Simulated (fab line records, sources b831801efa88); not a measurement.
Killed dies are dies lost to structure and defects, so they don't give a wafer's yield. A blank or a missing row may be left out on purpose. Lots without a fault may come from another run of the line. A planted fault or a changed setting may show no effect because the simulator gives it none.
Which tool did it? | flow gf180mcu | 11 lots, 33 wafers sampled, at 5 steps of a route of 602

WHAT THE GAUGES READ, wafer by wafer
GF_M4_CD_MEAS_14: target cd 280 nm.
lot  | measured     | on        | cd_nm (nm)
L111 | day 23 12:35 | cd_sem-01 | 281.8 281.2 282.3
L115 | day 25 08:50 | cd_sem-02 | 280.4 280.6 280.3
L116 | day 25 16:50 | cd_sem-01 | 277.3 278.6 277.7
L117 | day 26 05:16 | cd_sem-01 | 279.4 277.8 277.8
L118 | day 26 07:29 | cd_sem-01 | 279.9 280.8 279.5
L124 | day 27 22:34 | cd_sem-02 | 280.2 280.8 281.1
L125 | day 28 09:19 | cd_sem-02 | 280.0 281.5 280.5
L126 | day 28 18:46 | cd_sem-01 | 278.9 278.8 279.3
L127 | day 28 23:52 | cd_sem-02 | 279.5 279.9 278.8
L131 | day 30 02:16 | cd_sem-01 | 283.3 281.7 281.7
L132 | day 30 06:13 | cd_sem-01 | 278.5 279.7 280.0

GF_M4_OVL_MEAS_15.
lot  | measured     | on         | M4_OVL (nm)
L111 | day 23 12:43 | overlay-01 | -10 1 -3
L115 | day 25 08:55 | overlay-01 | 3 7 -3
L116 | day 25 16:56 | overlay-01 | 1 -3 -7
L117 | day 26 05:23 | overlay-01 | -2 -4 -6
L118 | day 26 07:35 | overlay-01 | 8 2 -2
L124 | day 27 22:41 | overlay-01 | 2 3 5
L125 | day 28 09:26 | overlay-02 | 8 4 1
L126 | day 28 19:16 | overlay-02 | 2 1 6
L127 | day 28 23:59 | overlay-01 | -4 5 3
L131 | day 30 02:23 | overlay-01 | 1 1 7
L132 | day 30 06:20 | overlay-01 | -6 -9 -5

GF_MIM_RS_MEAS_10: measures by four-point-probe.
lot  | measured     | on            | MIM_ALCU_RS (ohm/sq)
L111 | day 24 14:27 | film_metro-03 | 0.1606 0.1604 0.1611
L115 | day 26 09:20 | film_metro-04 | 0.1552 0.1581 0.1557
L116 | day 26 17:46 | film_metro-01 | 0.1658 0.1615 0.1605
L117 | day 27 05:22 | film_metro-03 | 0.1635 0.1573 0.1583
L118 | day 27 07:20 | film_metro-04 | 0.1631 0.1624 0.1653
L124 | day 28 21:51 | film_metro-01 | 0.1598 0.1602 0.1619
L125 | day 29 06:56 | film_metro-01 | 0.1638 0.1619 0.1615 0.1634 0.1618 0.1617
L126 | day 29 17:49 | film_metro-04 | 0.1624 0.1619 0.1575
L127 | day 29 22:03 | film_metro-03 | 0.1599 0.1615 0.1598 0.1594 0.1616 0.1598
L131 | day 31 00:34 | film_metro-03 | 0.1634 0.1590 0.1596
L132 | day 31 04:10 | film_metro-04 | 0.1585 0.1566 0.1589

WHICH TOOL RAN EACH LOT (tool, then ch and the chambers of the sampled wafers, then the start)
lot  | GF_MIM_CVD_05                   | GF_MIM_SPUTTER_07
L111 | pecvd-03 ch 0,1,2, day 24 14:16 | pvd_sputter-01, day 24 14:21
L115 | pecvd-02 ch 0,1, day 26 09:05   | pvd_sputter-04, day 26 09:11
L116 | pecvd-02 ch 0,1,2, day 26 17:33 | pvd_sputter-03, day 26 17:38
L117 | pecvd-02 ch 0,1,2, day 27 05:10 | pvd_sputter-03, day 27 05:16
L118 | pecvd-03 ch 0,1, day 27 07:08   | pvd_sputter-03, day 27 07:13
L124 | pecvd-01 ch 0,1,2, day 28 21:40 | pvd_sputter-04, day 28 21:45
L125 | pecvd-01 ch 0,1, day 29 06:45   | pvd_sputter-04, day 29 06:50
L126 | pecvd-03 ch 0,1,2, day 29 17:34 | pvd_sputter-03, day 29 17:40
L127 | pecvd-03 ch 0,1,2, day 29 21:52 | pvd_sputter-04, day 29 21:57
L131 | pecvd-03 ch 0,1,2, day 31 00:22 | pvd_sputter-03, day 31 00:28
L132 | pecvd-01 ch 0,2, day 31 03:58   | pvd_sputter-01, day 31 04:04
- GF_MIM_CVD_05: deposits Si3N4, target thk 42 nm, time 29.086 s.
- GF_MIM_SPUTTER_07: material TiN, target thk 60 nm, time 50 s.

WHAT THE TOOLS THEMSELVES READ (means of the sampled wafers that have a number; where no wafer has one, the mark that the record gives instead)
GF_MIM_CVD_05.
lot  | tool     | heater_power_w (W) | susceptor_temp_C (C)
L111 | pecvd-03 | 588                | 385.02
L115 | pecvd-02 | 664                | 385.23
L116 | pecvd-02 | 696                | 385.21
L117 | pecvd-02 | 694                | 384.90
L118 | pecvd-03 | 601                | 385.02
L124 | pecvd-01 | 610                | 384.72
L125 | pecvd-01 | 643                | 385.09
L126 | pecvd-03 | 617                | 384.92
L127 | pecvd-03 | 659                | 384.90
L131 | pecvd-03 | 622                | 385.26
L132 | pecvd-01 | 651                | 385.06

GF_MIM_SPUTTER_07.
lot  | tool           | throttle_valve_pct (%)
L111 | pvd_sputter-01 | 29.4
L115 | pvd_sputter-04 | 29.7
L116 | pvd_sputter-03 | 29.4
L117 | pvd_sputter-03 | 29.1
L118 | pvd_sputter-03 | 29.8
L124 | pvd_sputter-04 | 29.1
L125 | pvd_sputter-04 | 29.6
L126 | pvd_sputter-03 | 29.0
L127 | pvd_sputter-04 | 29.4
L131 | pvd_sputter-03 | 28.9
L132 | pvd_sputter-01 | 28.8

THE ANSWER, worked out from the rows above alone
Rule: what is usual is taken from the lots themselves. Put in order of their means at a reading, lots are off if they are a third of the lots or fewer, leave a main group of 4 or more, and stand apart from it by a gap of 3 or more times the standard deviation of the main group's means; of several such gaps the widest counts. A main group whose means are all the same, to the digits that the tables above print for the reading, isn't used. A lot without any number at a reading at which 4 lots or more have one is off too. The other lots that the step has rows for count as sound. The gauges are gone through in route order, then the tools' own readings, and for those a lot's mean is taken as printed above. The first step at which some lot is off is used, and at that step the reading that is off furthest; a lot without a number counts as furthest.
No lot is off at any reading shown: from this, nothing can be told.

WHAT THE SIMULATOR HAD PUT IN
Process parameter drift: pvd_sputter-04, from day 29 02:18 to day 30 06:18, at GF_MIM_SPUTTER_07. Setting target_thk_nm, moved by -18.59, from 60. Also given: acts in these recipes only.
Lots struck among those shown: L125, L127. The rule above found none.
